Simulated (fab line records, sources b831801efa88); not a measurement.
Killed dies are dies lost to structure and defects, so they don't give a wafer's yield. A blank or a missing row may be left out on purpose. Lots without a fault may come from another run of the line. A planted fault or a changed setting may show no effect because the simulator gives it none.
fab line records | flow sfq_line
record lots=6 wafers=18 last_day=93
route steps=325 shown INCOMING@1 L0@3 L0V@16 M0@28 M8@325
lots that met no fault: from a run of the same line without faults
start_h: hours from the record's first day to the start of the lot's first wafer shown | wait_h: hours since the lot's step before | " the same as in the row above | L1.1+2: a row that stands for several wafers | - no value, or no start given | * or withheld: withheld | < > ~ a bound
route shown NAME@n: a module of which the file shows steps, and the number in the route of the first | usual: mean/standard deviation of fault-free wafers | same: alike in all rows | chamber/n: place in a boat | sites: the reading at each site | _std_site: their standard deviation | _edge_site: outer sites' mean less inner sites' | radius_mm: how far each site lies from the wafer's centre | mask NAME#n: copy n | behind: the tool/chamber that last shaped the wafer | hold: why the lot was held/for how many hours/how that ended | device: the transistor (n, p or np) that didn't switch | end of line: the same wafers' tests at the end of the route | a step without rows: its recipe alone | killed: dies lost to structure and defects at the first sort, not the wafer's yield | map: a wafer's dies, x killed, . not, _ none there
set.NAME: the setting as run; set.NAME@STEP: as run at that earlier step | model.NAME: the simulator's own value behind a step, which no gauge read
lots at some steps of the route; a table a step, a row a wafer
services: from which hour (start_h, from the record's first day; less than 0 if before it) a tool's chamber was out of use, for how many hours, and why
## steps
# step SFQ_INCOMING_BOW_MEAS_900
# recipe mode=bow
# usual INCOMING_BOW=-1/6.8
# columns lot.wafer tool chamber start_h wait_h INCOMING_BOW[um]
L433.1 film_metro-01 - 30.00 - -4
L433.2 " - " " -2
L433.3 " - " " 3
L438.1 film_metro-04 - 55.00 - -5
L438.5 " - " " 1
L438.6 " - " " -9
L445.1 film_metro-03 - 90.00 - 8
L445.2 " - " " -7
L445.6 " - " " 0
L449.1 film_metro-03 - 110.00 - -3
L449.3 " - " " 2
L449.6 " - " " 15
L450.4 film_metro-04 - 115.06 - -2
L450.5 " - " " 5
L450.6 " - " " -1
L452.2 film_metro-03 - 125.02 - -3
L452.5 " - " " 13
L452.6 " - " " 2
# step SFQ_TRILAYER_INCOMING_OXIDATION_002
# recipe temp_c=1000 ambient=H2O target_thk_a=5000 p_h2o_torr=720 ox_time_s=4939
# step SFQ_TRILAYER_L0_DEP_SPUTTER_003
# recipe material=MoNx_KI base_pressure_pa=1.33e-06 target_thk_nm=40 power_w=800 time_s=100 chamber_pressure_pa=0.4
# usual throttle_valve_pct=29.9/0.78
# columns lot.wafer tool chamber start_h wait_h throttle_valve_pct model.MoNx_KI_of_TRILAYER_L0_DEP_SPUTTER_003.thk_nm
L433.1 pvd_sputter-05 - 32.49 0.0 29.4 40.12
L433.2 " - " " 30.0 40.22
L433.3 " - " " 30.2 40.38
L438.1 pvd_sputter-03 - 57.49 0.0 29.4 40.18
L438.5 " - " " 28.4 39.74
L438.6 " - " " 30.1 40.52
L445.1 pvd_sputter-03 - 92.49 0.0 28.5 70.95
L445.2 " - " " 30.1 70.92
L445.6 " - " " 28.4 39.8
L449.1 pvd_sputter-03 - 112.49 0.0 29.9 71.94
L449.3 " - " " 30.1 71.87
L449.6 " - " " 29.9 40.88
L450.4 pvd_sputter-05 - 117.49 0.0 30.1 40.36
L450.5 " - " " 30.0 40.13
L450.6 " - " " 31.1 40.43
L452.2 pvd_sputter-06 - 127.49 0.0 28.4 40.21
L452.5 " - " " 29.8 40
L452.6 " - " " 30.5 40.06
# step SFQ_L0_RS_MEAS_901
# recipe thk_meas_gauge=four-point-probe reads=MoNx_KI_of_TRILAYER_L0_DEP_SPUTTER_003
# usual L0_MONX_KI_RS=43.6/0.43
# columns lot.wafer tool chamber start_h wait_h L0_MONX_KI_RS[ohm/sq]
L433.1 film_metro-02 - 32.56 0.0 43.3
L433.2 " - " " 43.3
L433.3 " - " " 43.1
L438.1 film_metro-01 - 57.56 0.0 43.4
L438.5 " - " " 43.7
L438.6 " - " " 42.9
L445.1 film_metro-04 - 92.56 0.0 24.5
L445.2 " - " " 24.5
L445.6 " - " " 43.7
L449.1 film_metro-04 - 112.56 0.0 24.2
L449.3 " - " " 24.2
L449.6 " - " " 42.6
L450.4 film_metro-04 - 117.63 0.1 43.1
L450.5 " - " " 43.4
L450.6 " - " " 43.1
L452.2 film_metro-02 - 127.58 0.1 43.3
L452.5 " - " " 43.5
L452.6 " - " " 43.4
# step SFQ_L0_THK_MEAS_902
# recipe thk_meas_gauge=xrf reads=MoNx_KI_of_TRILAYER_L0_DEP_SPUTTER_003
# usual L0_MONX_KI_THK=39.7/0.44
# columns lot.wafer tool chamber start_h wait_h L0_MONX_KI_THK[nm]
L433.1 film_metro-02 - 32.68 0.1 39.8
L433.2 " - " " 40.3
L433.3 " - " " 40.1
L438.1 film_metro-01 - 57.68 0.1 40.1
L438.5 " - " " 39.7
L438.6 " - " " 40.5
L445.1 film_metro-04 - 92.68 0.1 70.2
L445.2 " - " " 70.4
L445.6 " - " " 39.6
L449.1 film_metro-04 - 112.68 0.1 71.4
L449.3 " - " " 70.9
L449.6 " - " " 40.4
L450.4 film_metro-04 - 117.72 0.1 40.2
L450.5 " - " " 39.8
L450.6 " - " " 39.9
L452.2 film_metro-02 - 127.69 0.1 39.8
L452.5 " - " " 39.6
L452.6 " - " " 39.7
# step SFQ_TRILAYER_L0_LITHO_COAT_010
# recipe resist=BARC spin_rpm=3000 resist_thk_nm=62
# step SFQ_TRILAYER_L0_LITHO_COAT_005
# recipe resist=KrF spin_rpm=3000 resist_thk_nm=600
# step SFQ_TRILAYER_L0_LITHO_SOFTBAKE_009
# recipe temp_c=withheld time_s=withheld resist=KrF
# step SFQ_TRILAYER_L0_LITHO_EXPOSE_006
# recipe mask_id=L0 na=0.6 source_shape=conventional sigma_outer=0.65 target_cd_nm=2000 dose_mj=14.4
# step SFQ_TRILAYER_L0_LITHO_PEB_008
# recipe peb_temp_c=115 peb_time_s=60 resist=KrF
# step SFQ_TRILAYER_L0_LITHO_DEVELOP_007
# recipe time_s=60 resist=KrF
# step SFQ_TRILAYER_L0_BARC_OPEN_METAL_ETCH_010
# recipe mask_material=PR chemistry=O2 target_depth_nm=125 target=BARC icp_w=600 bias_w=80 pressure_mtorr=10 time_s=41.7
# step SFQ_TRILAYER_L0_ETCH_METAL_ETCH_008
# recipe target=MoNx_KI stop_on=SiO2 mask_material=PR chemistry=SF6/O2 target_depth_nm=50 icp_w=600 bias_w=80 pressure_mtorr=10 time_s=25
# usual drypump_motor_current_A=5.8/0.33 oes_product_au=0.872/0.0061 rf_fwd_power_W=589.5/2.9
# columns lot.wafer tool chamber start_h wait_h drypump_motor_current_A oes_product_au rf_fwd_power_W rf_hours_counter_h
L433.1 rie_metal-03 0 92.35 0.1 5.4 0.874 589.0 46
L433.2 " 0 " " 5.4 0.877 589.1 -
L433.3 " 0 " " 5.4 0.878 584.2 -
L438.1 rie_metal-03 0 117.04 0.0 5.4 0.882 588.9 51
L438.5 " 0 " " 5.4 0.880 588.9 -
L438.6 " 1 " " 6.3 0.886 589.0 -
L445.1 rie_metal-01 1 161.43 0.0 5.9 1.000 587.1 93
L445.2 " 0 " " 5.7 1.002 589.5 3
L445.6 " 0 " " 5.7 0.872 586.9 -
L449.1 rie_metal-01 1 186.18 0.0 5.9 0.993 591.1 97
L449.3 " 1 " " 5.9 0.999 590.8 -
L449.6 " 1 " " 5.9 0.878 590.8 -
L450.4 rie_metal-03 0 191.00 0.0 5.4 0.874 585.2 -
L450.5 " 1 " " 6.3 0.880 590.6 -
L450.6 " 0 " " 5.5 0.878 586.8 -
L452.2 rie_metal-01 0 207.78 0.0 5.8 0.871 596.1 11
L452.5 " 1 " " 5.9 0.877 593.4 -
L452.6 " 0 " " 5.8 0.878 592.8 -
# step SFQ_TRILAYER_L0_STRIP_STRIP_009
# recipe gas=O2 power_w=200 platen_temp_c=40 overash_fraction=0.65 chemistry=O2 pressure_mtorr=50
# usual drypump_motor_current_A=5.8/0.33 oes_product_au=0.997/0.0082
# columns lot.wafer tool chamber start_h wait_h drypump_motor_current_A oes_product_au rf_hours_counter_h
L433.1 rie_metal-03 0 92.44 0.1 5.4 0.995 46
L433.2 " 0 " " 5.4 0.977 -
L433.3 " 0 " " 5.4 0.988 -
L438.1 rie_metal-03 0 117.08 0.0 5.4 1.012 51
L438.5 " 0 " " 5.4 1.011 -
L438.6 " 1 " " 6.3 1.011 -
L445.1 rie_metal-01 1 161.48 0.0 5.9 1.012 93
L445.2 " 0 " " 5.8 0.995 3
L445.6 " 0 " " 5.8 0.995 -
L449.1 rie_metal-01 1 186.23 0.0 5.9 0.996 98
L449.3 " 1 " " 5.9 0.997 -
L449.6 " 1 " " 5.9 0.995 -
L450.4 rie_metal-03 0 191.23 0.2 5.4 1.008 -
L450.5 " 1 " " 6.3 1.009 -
L450.6 " 0 " " 5.5 1.003 -
L452.2 rie_metal-01 0 207.83 0.0 5.8 1.004 11
L452.5 " 1 " " 5.9 0.993 -
L452.6 " 0 " " 5.7 1.003 -
# step SFQ_TRILAYER_L0_STRIP_SOLV_CLEAN_010
# recipe chemistry=NMP temp_c=70 time_s=600
# step SFQ_TRILAYER_L0_CAP_PECVD_011
# recipe material=SiO2 temp_c=150 time_s=13.333 pressure_torr=2.4 rf_w=183.3 precursor=SiH4/N2O target_thk_nm=60
# usual heater_power_w=88/11 rf_fwd_power_W=180.6/1 throttle_valve_pct=24.0/1.2
# columns lot.wafer tool chamber start_h wait_h heater_power_w rf_fwd_power_W throttle_valve_pct
L433.1 pecvd-01 1 93.82 0.0 101 179.5 23.6
L433.2 " 0 " " 81 179.9 24.9
L433.3 " 2 " " 93 180.4 23.1
L438.1 pecvd-03 1 118.03 0.0 81 180.4 23.2
L438.5 " 2 " " 84 181.6 22.7
L438.6 " 1 " " 84 180.6 22.9
L445.1 pecvd-01 0 162.25 0.0 91 179.5 25.4
L445.2 " 1 " " 86 179.6 23.7
L445.6 " 1 " " 86 180.1 23.9
L449.1 pecvd-03 0 187.00 0.0 102 181.9 24.8
L449.3 " 2 " " 81 180.9 23.1
L449.6 " 2 " " 81 181.8 22.9
L450.4 pecvd-03 2 191.81 0.0 74 181.2 22.6
L450.5 " 0 " " 104 181.5 24.6
L450.6 " 1 " " 87 181.4 23.0
L452.2 pecvd-02 2 208.60 0.0 75 180.7 22.5
L452.5 " 2 " " 75 180.8 23.1
L452.6 " 0 " " 105 178.2 23.6
# step SFQ_TRILAYER_L0_VIA_LITHO_COAT_018
# recipe resist=BARC spin_rpm=3000 resist_thk_nm=62
# step SFQ_TRILAYER_L0_VIA_LITHO_COAT_013
# recipe resist=KrF spin_rpm=3000 resist_thk_nm=650
# step SFQ_TRILAYER_L0_VIA_LITHO_SOFTBAKE_017
# recipe temp_c=withheld time_s=withheld resist=KrF
# step SFQ_TRILAYER_L0_VIA_LITHO_EXPOSE_014
# recipe mask_id=L0V na=0.6 source_shape=conventional sigma_outer=0.65 target_cd_nm=700 dose_mj=21.3
# step SFQ_TRILAYER_L0_VIA_LITHO_PEB_016
# recipe peb_temp_c=115 peb_time_s=60 resist=KrF
# step SFQ_TRILAYER_L0_VIA_LITHO_DEVELOP_015
# recipe time_s=60 resist=KrF
# step SFQ_L0V_OVL_MEAS_903
# usual L0V_OVL=0/5.8
# columns lot.wafer tool chamber start_h wait_h L0V_OVL[nm]
L433.1 overlay-01 - 164.97 0.1 -4
L433.2 " - " " -10
L433.3 " - " " -3
L438.1 overlay-02 - 192.12 0.1 1
L438.5 " - " " -5
L438.6 " - " " -1
L445.1 overlay-02 - 243.86 0.1 6
L445.2 " - " " 3
L445.6 " - " " 8
L449.1 overlay-01 - 281.90 0.1 -3
L449.3 " - " " -10
L449.6 " - " " -5
L450.4 overlay-02 - 289.12 0.1 0
L450.5 " - " " -9
L450.6 " - " " -8
L452.2 overlay-01 - 304.70 0.1 9
L452.5 " - " " 2
L452.6 " - " " 4
# step SFQ_TRILAYER_L0_VIA_BARC_OPEN_VIA_ETCH_021
# recipe mask_material=PR chemistry=O2 target_depth_nm=125 target=BARC source_w=500 bias_w=80 pressure_mtorr=30 time_s=41.7
# usual drypump_motor_current_A=5.8/0.4 oes_product_au=0.685/0.0046 rf_fwd_power_W=495.0/2.1
# columns lot.wafer tool chamber start_h wait_h drypump_motor_current_A oes_product_au rf_fwd_power_W rf_hours_counter_h
L433.1 rie_diel-04 2 165.01 0.0 5.4 0.686 490.7 6
L433.2 " 1 " " 5.7 0.687 493.3 7
L433.3 " 0 " " 5.8 0.692 495.8 18
L438.1 rie_diel-02 2 192.16 0.0 5.6 0.685 496.2 42
L438.5 " 0 " " 6.2 0.683 495.6 -
L438.6 " 3 " " 6.1 0.684 493.8 -
L445.1 rie_diel-02 1 243.90 0.0 5.8 0.690 493.6 101
L445.2 " 2 " " 5.6 0.691 494.8 43
L445.6 " 3 " " 6.1 0.686 495.7 -
L449.1 rie_diel-03 3 281.93 0.0 4.9 0.683 496.2 2
L449.3 " 0 " " 5.7 0.685 495.0 64
L449.6 " 3 " " 4.9 0.684 496.0 -
L450.4 rie_diel-02 1 289.13 0.0 5.8 0.679 498.0 102
L450.5 " 2 " " 5.6 0.685 494.5 -
L450.6 " 3 " " 6.1 0.686 494.5 -
L452.2 rie_diel-04 0 304.73 0.0 5.8 0.687 496.5 20
L452.5 " 0 " " 5.8 0.676 497.0 -
L452.6 " 2 " " 5.4 0.686 490.4 -
# step SFQ_TRILAYER_L0_VIA_ETCH_VIA_ETCH_016
# recipe target=SiO2 stop_on=MoNx_KI mask_material=PR chemistry=CHF3 target_depth_nm=80 source_w=500 bias_w=80 pressure_mtorr=30 time_s=withheld
# step SFQ_TRILAYER_L0_VIA_STRIP_STRIP_017
# recipe gas=O2 power_w=200 platen_temp_c=40 overash_fraction=0.65 chemistry=O2 pressure_mtorr=50
# usual drypump_motor_current_A=6.0/0.31 oes_product_au=0.998/0.0084
# columns lot.wafer tool chamber start_h wait_h drypump_motor_current_A oes_product_au rf_hours_counter_h
L433.1 rie_metal-04 0 165.09 - 5.7 0.985 129
L433.2 " 1 " " 6.2 0.986 69
L433.3 " 0 " " 5.7 0.993 -
L438.1 rie_metal-04 0 192.24 - 5.7 1.003 133
L438.5 " 1 " " 6.2 0.997 -
L438.6 " 0 " " 5.7 0.987 -
L445.1 rie_metal-04 0 243.98 - 5.7 0.994 143
L445.2 " 1 " " 6.3 0.990 83
L445.6 " 1 " " 6.2 1.005 -
L449.1 rie_metal-01 1 282.02 - 5.9 1.007 113
L449.3 " 1 " " 5.9 1.015 -
L449.6 " 1 " " 5.9 0.997 -
L450.4 rie_metal-02 0 289.42 - 6.4 1.002 -
L450.5 " 0 " " 6.4 0.999 -
L450.6 " 1 " " 6.8 1.000 -
L452.2 rie_metal-02 0 304.82 - 6.4 0.991 138
L452.5 " 0 " " 6.4 0.996 -
L452.6 " 1 " " 6.8 0.998 -
# step SFQ_TRILAYER_L0_VIA_STRIP_SOLV_CLEAN_018
# recipe chemistry=NMP temp_c=70 time_s=600
# step SFQ_TRILAYER_M0_DEP_PRE_CLEAN_020
# recipe gas=Ar time_s=15 bias_v=250
# step SFQ_TRILAYER_M0_DEP_SPUTTER_019
# recipe material=Nb base_pressure_pa=1.33e-06 chamber_pressure_pa=0.1333 substrate_temp_c=20 resputter_cathode_voltage_v=400 target_thk_nm=200 power_w=2000 time_s=133.3
# usual throttle_valve_pct=29.9/0.9
# columns lot.wafer tool chamber start_h wait_h throttle_valve_pct
L433.1 pvd_sputter-06 - 165.91 0.0 30.8
L433.2 " - " " 29.8
L433.3 " - " " 28.4
L438.1 pvd_sputter-06 - 193.04 0.0 29.7
L438.5 " - " " 29.9
L438.6 " - " " 28.2
L445.1 pvd_sputter-05 - 244.79 0.0 29.5
L445.2 " - " " 31.1
L445.6 " - " " 29.6
L449.1 pvd_sputter-04 - 282.84 0.0 30.1
L449.3 " - " " 28.7
L449.6 " - " " 31.6
L450.4 pvd_sputter-05 - 290.02 0.0 29.2
L450.5 " - " " 29.3
L450.6 " - " " 30.4
L452.2 pvd_sputter-04 - 305.62 0.0 31.4
L452.5 " - " " 29.3
L452.6 " - " " 31.4
# step SFQ_M0_RS_MEAS_904
# recipe thk_meas_gauge=four-point-probe reads=Nb_of_TRILAYER_M0_DEP_SPUTTER_019
# usual M0_NB_RS=0.891/0.008
# columns lot.wafer tool chamber start_h wait_h M0_NB_RS[ohm/sq]
L433.1 film_metro-03 - 166.00 0.0 0.877
L433.2 " - " " 0.880
L433.3 " - " " 0.895
L438.1 film_metro-01 - 193.13 0.0 0.884
L438.5 " - " " 0.888
L438.6 " - " " 0.893
L445.1 film_metro-02 - 244.88 0.0 0.884
L445.2 " - " " 0.877
L445.6 " - " " 0.885
L449.1 film_metro-03 - 282.93 0.0 0.892
L449.3 " - " " 0.895
L449.6 " - " " 0.890
L450.4 film_metro-01 - 290.17 0.1 0.890
L450.5 " - " " 0.897
L450.6 " - " " 0.895
L452.2 film_metro-02 - 305.73 0.1 0.890
L452.5 " - " " 0.882
L452.6 " - " " 0.890
# step SFQ_TRILAYER_M0_LITHO_COAT_026
# recipe resist=BARC spin_rpm=3000 resist_thk_nm=62
# step SFQ_M8_BOW_MEAS_951
# recipe mode=bow
# usual M8_BOW=8/12
# columns lot.wafer tool chamber start_h wait_h M8_BOW[um] model.etest.l0.ohm_sq model.etest.l0.comb_log10_ohm
L433.1 film_metro-04 - 2120.87 0.0 15 43.4 12
L433.2 " - " " 18 43.29 12
L433.3 " - " " 24 43.12 12
L438.1 film_metro-03 - 2140.19 0.0 -1 43.33 12
L438.5 " - " " 7 43.81 12
L438.6 " - " " -5 42.97 12
L445.1 film_metro-02 - 2170.19 0.0 11 24.54 0
L445.2 " - " " -4 24.55 0
L445.6 " - " " 5 43.75 12
L449.1 film_metro-02 - 2211.79 0.0 9 24.2 0
L449.3 " - " " 16 24.22 0
L449.6 " - " " 28 42.59 12
L450.4 film_metro-04 - 2214.27 0.1 -3 43.14 12
L450.5 " - " " 4 43.39 12
L450.6 " - " " 0 43.06 12
L452.2 film_metro-02 - 2223.81 0.0 16 43.3 12
L452.5 " - " " 31 43.53 12
L452.6 " - " " 21 43.46 12
## services
# columns tool chamber start_h hours kind
rie_diel-02 3 18.76 2.5 repair
pvd_sputter-03 - 24.66 4.0 repair
rie_diel-04 0 30.64 12.5 repair
rie_metal-04 - 56.64 0.1 repair
rie_metal-03 0 60.37 10.2 repair
pecvd-03 1 64.86 2.7 repair
pvd_sputter-06 - 74.67 9.4 repair
pvd_sputter-03 - 76.66 1.1 repair
pecvd-01 - 86.77 1.4 repair
rie_metal-01 0 87.77 11.0 repair
rie_metal-02 - 90.62 2.8 pm
pecvd-01 0 125.05 16.3 repair
pvd_sputter-04 - 131.97 3.1 repair
rie_diel-02 1 141.00 9.1 repair
pvd_sputter-04 - 145.30 1.6 repair
pecvd-03 0 150.19 3.8 repair
pvd_sputter-06 - 154.71 1.1 repair
rie_metal-03 - 162.70 1.4 pm
rie_metal-04 - 165.69 2.8 pm
rie_metal-03 1 247.40 6.9 repair
pvd_sputter-03 - 247.56 0.8 repair
pecvd-03 - 265.54 14.6 pm
pvd_sputter-06 - 265.71 9.9 repair
rie_metal-03 0 303.00 11.5 repair
## key
first_sign step=SFQ_L0_RS_MEAS_901 reading=L0_MONX_KI_RS direction=down sigmas=44 usual=43.6 struck=24.4
effect step=SFQ_L0_THK_MEAS_902 reading=L0_MONX_KI_THK direction=up sigmas=70 usual=39.7 struck=70.7
effect step=SFQ_TRILAYER_L0_ETCH_METAL_ETCH_008 reading=oes_product_au direction=up sigmas=21 usual=0.872 struck=0.999
model_effect step=SFQ_TRILAYER_L0_DEP_SPUTTER_003 value=MoNx_KI_of_TRILAYER_L0_DEP_SPUTTER_003.thk_nm without=40.5 struck=71.42
model_effect step=SFQ_M8_BOW_MEAS_951 value=etest.l0.ohm_sq without=42.99 struck=24.38
met_at SFQ_TRILAYER_L0_DEP_SPUTTER_003
struck_wafers L445.1,L445.2,L449.1,L449.3
onset_between 57.49 92.49
fault kind=process_parameter_drift tool=pvd_sputter-03 chamber=- onset_h=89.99 steps=SFQ_TRILAYER_L0_DEP_SPUTTER_003 channel=target_thk_nm offset=30.919 shape=step end_h=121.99 scope=struck_wafers_only acts_in=these_recipes_only stated=40
